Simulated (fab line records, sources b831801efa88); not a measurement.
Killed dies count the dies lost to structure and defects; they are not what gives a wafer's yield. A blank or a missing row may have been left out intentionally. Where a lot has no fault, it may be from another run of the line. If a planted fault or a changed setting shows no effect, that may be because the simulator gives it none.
Split-lot experiment / flow gf180mcu / 5 lots, 23 wafers read, on a route of 602 steps

== THE SPLIT ==
At GF_M3_SPUTTER_04 (material TiN, target thk 50 nm, time 41.7 s), the setting power w was moved away from the recipe's 6500 W on 5 of the 23 wafers read, by -3.8% to +7.4%. All remaining wafers had this setting at the recipe value.

The reading comes from the split's own step.

== THE READING ==
TiN_of_M3_SPUTTER_04.thk nm (the simulator's own value, which no gauge read), in nm, at GF_M3_SPUTTER_04 (material TiN, target thk 50 nm, time 41.7 s). The file gives no usual value for it. Here, 18 wafers ran the recipe; their average is 49.74 nm with a standard deviation of 0.72 nm.

wafer=L076.3; tool, chamber at the split=pvd sputter-01, -; power w as run, W=6500; against the recipe=recipe; TiN_of_M3_SPUTTER_04.thk nm, nm=50.98; against lot-mates on the recipe=-
wafer=L076.4; tool, chamber at the split=pvd sputter-01, -; power w as run, W=6500; against the recipe=recipe; TiN_of_M3_SPUTTER_04.thk nm, nm=50.44; against lot-mates on the recipe=-
wafer=L076.6; tool, chamber at the split=pvd sputter-01, -; power w as run, W=6500; against the recipe=recipe; TiN_of_M3_SPUTTER_04.thk nm, nm=50.79; against lot-mates on the recipe=-
wafer=L075.1; tool, chamber at the split=pvd sputter-03, -; power w as run, W=6500; against the recipe=recipe; TiN_of_M3_SPUTTER_04.thk nm, nm=48.97; against lot-mates on the recipe=-
wafer=L075.3; tool, chamber at the split=pvd sputter-03, -; power w as run, W=6500; against the recipe=recipe; TiN_of_M3_SPUTTER_04.thk nm, nm=49.4; against lot-mates on the recipe=-
wafer=L075.4; tool, chamber at the split=pvd sputter-03, -; power w as run, W=6500; against the recipe=recipe; TiN_of_M3_SPUTTER_04.thk nm, nm=49.54; against lot-mates on the recipe=-
wafer=L075.5; tool, chamber at the split=pvd sputter-03, -; power w as run, W=6500; against the recipe=recipe; TiN_of_M3_SPUTTER_04.thk nm, nm=48.73; against lot-mates on the recipe=-
wafer=L075.6; tool, chamber at the split=pvd sputter-03, -; power w as run, W=6500; against the recipe=recipe; TiN_of_M3_SPUTTER_04.thk nm, nm=48.95; against lot-mates on the recipe=-
wafer=L079.2; tool, chamber at the split=pvd sputter-01, -; power w as run, W=6500; against the recipe=recipe; TiN_of_M3_SPUTTER_04.thk nm, nm=50.05; against lot-mates on the recipe=-
wafer=L079.3; tool, chamber at the split=pvd sputter-01, -; power w as run, W=6500; against the recipe=recipe; TiN_of_M3_SPUTTER_04.thk nm, nm=51; against lot-mates on the recipe=-
wafer=L079.4; tool, chamber at the split=pvd sputter-01, -; power w as run, W=6500; against the recipe=recipe; TiN_of_M3_SPUTTER_04.thk nm, nm=49.67; against lot-mates on the recipe=-
wafer=L079.5; tool, chamber at the split=pvd sputter-01, -; power w as run, W=6500; against the recipe=recipe; TiN_of_M3_SPUTTER_04.thk nm, nm=49.94; against lot-mates on the recipe=-
wafer=L079.6; tool, chamber at the split=pvd sputter-01, -; power w as run, W=6500; against the recipe=recipe; TiN_of_M3_SPUTTER_04.thk nm, nm=49.79; against lot-mates on the recipe=-
wafer=L083.1; tool, chamber at the split=pvd sputter-02, -; power w as run, W=6256; against the recipe=-3.8%; TiN_of_M3_SPUTTER_04.thk nm, nm=46.86; against lot-mates on the recipe=-1.87
wafer=L083.2; tool, chamber at the split=pvd sputter-02, -; power w as run, W=6500; against the recipe=recipe; TiN_of_M3_SPUTTER_04.thk nm, nm=48.88; against lot-mates on the recipe=-
wafer=L083.3; tool, chamber at the split=pvd sputter-02, -; power w as run, W=6256; against the recipe=-3.8%; TiN_of_M3_SPUTTER_04.thk nm, nm=46.92; against lot-mates on the recipe=-1.80
wafer=L083.5; tool, chamber at the split=pvd sputter-02, -; power w as run, W=6256; against the recipe=-3.8%; TiN_of_M3_SPUTTER_04.thk nm, nm=46.94; against lot-mates on the recipe=-1.79
wafer=L083.6; tool, chamber at the split=pvd sputter-02, -; power w as run, W=6500; against the recipe=recipe; TiN_of_M3_SPUTTER_04.thk nm, nm=48.57; against lot-mates on the recipe=-
wafer=L084.1; tool, chamber at the split=pvd sputter-02, -; power w as run, W=6984; against the recipe=+7.4%; TiN_of_M3_SPUTTER_04.thk nm, nm=52.89; against lot-mates on the recipe=+3.02
wafer=L084.2; tool, chamber at the split=pvd sputter-02, -; power w as run, W=6500; against the recipe=recipe; TiN_of_M3_SPUTTER_04.thk nm, nm=49.83; against lot-mates on the recipe=-
wafer=L084.3; tool, chamber at the split=pvd sputter-02, -; power w as run, W=6984; against the recipe=+7.4%; TiN_of_M3_SPUTTER_04.thk nm, nm=52.73; against lot-mates on the recipe=+2.86
wafer=L084.4; tool, chamber at the split=pvd sputter-02, -; power w as run, W=6500; against the recipe=recipe; TiN_of_M3_SPUTTER_04.thk nm, nm=50.04; against lot-mates on the recipe=-
wafer=L084.6; tool, chamber at the split=pvd sputter-02, -; power w as run, W=6500; against the recipe=recipe; TiN_of_M3_SPUTTER_04.thk nm, nm=49.73; against lot-mates on the recipe=-

THE FIT
A straight line over all 23 wafers: TiN_of_M3_SPUTTER_04.thk nm changes by +0.511 nm for each +1% of power w; r = +0.87; the points scatter about the line by 0.76 nm.
The same after taking each lot's own level away (the mean of its wafers on the recipe; 23 wafers): +0.421 nm for each +1%; r = +0.96; scatter 0.31 nm.
According to that fit, moving power w by its largest amount changes the reading by 3.1 nm.
Measured against the standard deviation above, the lots' own levels, which go from 48.725 to 50.737 nm, span 2.8 times it.
Thus the slope moves with the lot-to-lot level: the two fits are different.
Check: +3.13 nm against its lot-mates is what the line predicts for one of the wafers moved furthest among these (+7.4%) when that wafer is left out of the fit. It came out at +3.02 nm against them.

== THE OTHER SPLITS THESE WAFERS WENT THROUGH ==
Other splits were also applied to these wafers ahead of the reading. Each is held against what the fit with the lots' levels taken away leaves over:
other split on the same wafers=GF_V2_EXPOSE_11 dose mj; wafers away from the commonest value=9; r with TiN_of_M3_SPUTTER_04.thk nm (lot level and that fit taken away)=+0.14

== FILE'S OWN FIT ==
TiN_of_M3_SPUTTER_04.thk nm changes by +0.413 nm for each +1% of power w, r = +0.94.
